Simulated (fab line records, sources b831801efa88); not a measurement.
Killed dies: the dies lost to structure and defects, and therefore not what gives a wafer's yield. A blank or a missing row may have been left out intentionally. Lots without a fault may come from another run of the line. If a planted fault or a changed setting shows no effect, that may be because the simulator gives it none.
A lot that was struck, set against a sound lot    flow sky130    15 out of 708 route steps
Sound: these wafers, L812.4, L812.5, L812.6. Struck: wafers L804.3, L804.5, L804.6. Last of all comes the cause.
Per side, at each step with rows, come the tool, then ch with its chambers, and then its first start. Under that, the readings that differ: sound wafers    struck wafers    difference of the means    sigmas: that difference in standard deviations of wafers without a fault.
alike: same words and numbers on both sides, and readings whose means sit less than 2 such deviations apart. not compared: any withheld reading, any reading some wafer has no value for, any bound like >300 that may hide the same value, and any number with overlapping values for which the record gives no deviation.
The two part at a step that has a row with sigmas, a row that says differs or no value, or rows on one side only. Numbers that don't overlap but have no deviation are shown without sigmas and don't part them. Lack of a reading on every wafer of one side parts them only where that side has two or more wafers.

first, 8 steps without rows for these wafers: SKY_METAL2_DEHYDRATE_07 (time 57.6 s); SKY_METAL2_HMDS_08 (prime time 60 s); SKY_METAL2_COAT_09 (resist thk 60 nm); SKY_METAL2_COAT_10 (resist thk 450 nm); SKY_METAL2_SOFTBAKE_11 (time 90 s); SKY_METAL2_EXPOSE_12 (exposes mask MM2, target cd 140 nm); SKY_METAL2_PEB_13; SKY_METAL2_DEVELOP_14 (develop time 60 s).
SKY_METAL2_CD_MEAS_15 targets a cd of 140 nm.
  struck on cd-sem-02, day 38 18:10; sound on cd-sem-02, day 40 20:44
  alike: cd-nm
SKY_METAL2_OVL_MEAS_16:
  struck on overlay-01, day 38 18:15; sound on overlay-02, day 40 20:49
  alike: METAL2_OVL
SKY_METAL2_DESCUM_17: chemistry O2, time 8 s.
  sound on rie-metal-02 ch 0,1, day 40 20:50; struck on rie-metal-03 ch 0,1, day 38 18:17
  alike: drypump-motor-current-A, oes-product-au
  not compared: rf-hours-counter-h
SKY_METAL2_ETCH_18: etches BARC in N2/H2, stops on SiO2, time 45.9 s, target depth 60 nm.
  sound on rie-metal-02 ch 0,1, day 40 20:53; struck on rie-metal-03 ch 0,1, day 38 18:20
  alike: bias-w, chamber-pressure-mTorr, drypump-motor-current-A, oes-product-au, throttle-valve-pct
  not compared: rf-hours-counter-h
SKY_METAL2_METAL_ETCH_19: etches the open film in Cl2/BCl3, stops on SiO2, target depth 360 nm, time 78 s.
  sound on rie-metal-02 ch 0,1, day 40 20:57; struck on rie-metal-03 ch 0,1, day 38 18:24
  no value came back on the struck wafers for any of 6 readings (bcl3-flow-sccm (sccm), bias-w (W) and others); on the sound wafers bcl3-flow-sccm (sccm) reads 29.95 30.02 29.97
reading                                        sound              struck             difference  sigmas
model.KrF-thick_of_METAL2_COAT_10.thk-nm (nm)  157.6 159.7 156.9  396.3 397.1 396.2  +238.5      
model.SiO2_of_VIA1_HDPCVD_00.thk-nm (nm)       330.2 331 330.1    341.9 341.5 342    +11.4       
  not compared: rf-hours-counter-h
SKY_METAL2_STRIP_20: strips in O2/N2.
  sound on plasma-asher-01 ch 0,1, day 40 21:03; struck on plasma-asher-02 ch 0,1, day 38 18:30
reading                       sound              struck             difference  sigmas
oes-product-au (a.u.)         0.347 0.342 0.337  0.452 0.445 0.446  +0.106      +21
strip-time-to-endpoint-s (s)  2.67 2.71 2.69     5.23 5.25 5.24     +2.55       +58
  alike: drypump-motor-current-A
  not compared: rf-hours-counter-h
then, 1 step without rows for these wafers: SKY_METAL2_STRIP_21 (strips in post etch residue remover, time 1200 s).

== WHERE THEY PART ==
First at SKY_METAL2_METAL_ETCH_19; last, within this record, at SKY_METAL2_STRIP_20.

WHY: whatever the simulator had introduced
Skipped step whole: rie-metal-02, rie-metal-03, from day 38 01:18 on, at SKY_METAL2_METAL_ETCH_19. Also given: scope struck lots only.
